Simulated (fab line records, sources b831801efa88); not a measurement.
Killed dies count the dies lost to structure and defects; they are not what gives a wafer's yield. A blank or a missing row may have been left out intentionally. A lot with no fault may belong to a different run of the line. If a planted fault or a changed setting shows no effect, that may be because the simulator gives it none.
Which of the tools did it?	flow gf180mcu	33 wafers from 11 lots sampled at 3 of the route's 602 steps

== WHAT EACH GAUGE READ, for each wafer ==
GF_TOP_METAL_RS_MEAS_05: uses a four-point probe to measure.
lot	measured	on	TOP_METAL_ALCU_RS (ohm/sq)
L262	day 27 09:08	film-metro-04	0.0324 0.0319 0.0325
L264	day 27 18:11	film-metro-01	0.0324 0.0326 0.0324
L266	day 28 04:46	film-metro-01	0.0325 0.0327 0.0326
L269	day 29 13:25	film-metro-01	0.0321 0.0325 0.0326
L270	day 29 18:42	film-metro-01	0.0335 0.0329 0.0329
L271	day 30 09:09	film-metro-03	0.0328 0.0326 0.0329
L277	day 32 02:14	film-metro-03	0.0326 0.0379 0.0330
L282	day 33 07:09	film-metro-03	0.0326 0.0321 0.0325
L284	day 33 12:38	film-metro-01	0.0327 0.0326 0.0327
L283	day 33 14:01	film-metro-01	0.0323 0.0324 0.0327
L285	day 33 16:47	film-metro-04	0.0327 0.0323 0.0329

== EACH LOT AND THE TOOL THAT RAN IT (in order: tool; ch and the chambers of the sampled wafers; start) ==
lot	GF_MIM_STRIP_20	GF_TOP_METAL_SPUTTER_02
L262	plasma-asher-01 ch 0,1, day 25 11:46	pvd-sputter-01, day 27 09:00
L264	plasma-asher-02 ch 0,1, day 25 21:24	pvd-sputter-03, day 27 18:05
L266	plasma-asher-01 ch 0,1, day 26 08:40	pvd-sputter-03, day 28 04:39
L269	plasma-asher-01 ch 0,1, day 27 19:41	pvd-sputter-01, day 29 13:20
L270	plasma-asher-02 ch 1, day 28 00:54	pvd-sputter-02, day 29 18:37
L271	plasma-asher-02 ch 0,1, day 28 15:34	pvd-sputter-03, day 30 09:01
L277	plasma-asher-01 ch 1, day 30 11:16	pvd-sputter-03, day 32 02:08
L282	plasma-asher-04 ch 0,1, day 31 19:29	pvd-sputter-01, day 33 07:02
L284	plasma-asher-01 ch 0,1, day 32 00:47	pvd-sputter-01, day 33 12:32
L283	plasma-asher-02 ch 0,1, day 32 01:05	pvd-sputter-01, day 33 13:56
L285	plasma-asher-04 ch 0,1, day 32 05:47	pvd-sputter-02, day 33 16:41
- GF_MIM_STRIP_20: strips in O2/N2.
- GF_TOP_METAL_SPUTTER_02: material AlCu, target thk 900 nm, time 47.82 s.

== THE ANSWER, worked out from the rows above alone ==
Rule: the lots themselves supply what counts as usual. Put in order of their means at a reading, lots are off if they are a third of the lots or fewer, leave a main group of 4 or more, and stand apart from it by a gap of 3 or more times the standard deviation of the main group's means; of several such gaps the widest counts. Not used: any main group whose means are identical at the precision the tables above print for the reading. A lot without any number at a reading at which 4 lots or more have one is off too. The other lots that the step has rows for count as sound.
Off: at GF_TOP_METAL_RS_MEAS_05 (TOP_METAL_ALCU_RS), L277. For the main group the mean is 0.0326 ohm/sq and the standard deviation 0.00022.
If a tool, at a process step before that reading, ran all the lots that are off and no sound lot after the first of them, it fits. Those tools and the gauges at GF_TOP_METAL_RS_MEAS_05 are tried in the same way. One fits: pvd-sputter-03 at GF_TOP_METAL_SPUTTER_02. A fault onset in the window from L271 (day 30 09:01, its last sound lot) to L277 (day 32 02:08, its first lot off) fits.

== WHAT THE SIMULATOR HAD INSERTED ==
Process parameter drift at GF_TOP_METAL_SPUTTER_02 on pvd-sputter-03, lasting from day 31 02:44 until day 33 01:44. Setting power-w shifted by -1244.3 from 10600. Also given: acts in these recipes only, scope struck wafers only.
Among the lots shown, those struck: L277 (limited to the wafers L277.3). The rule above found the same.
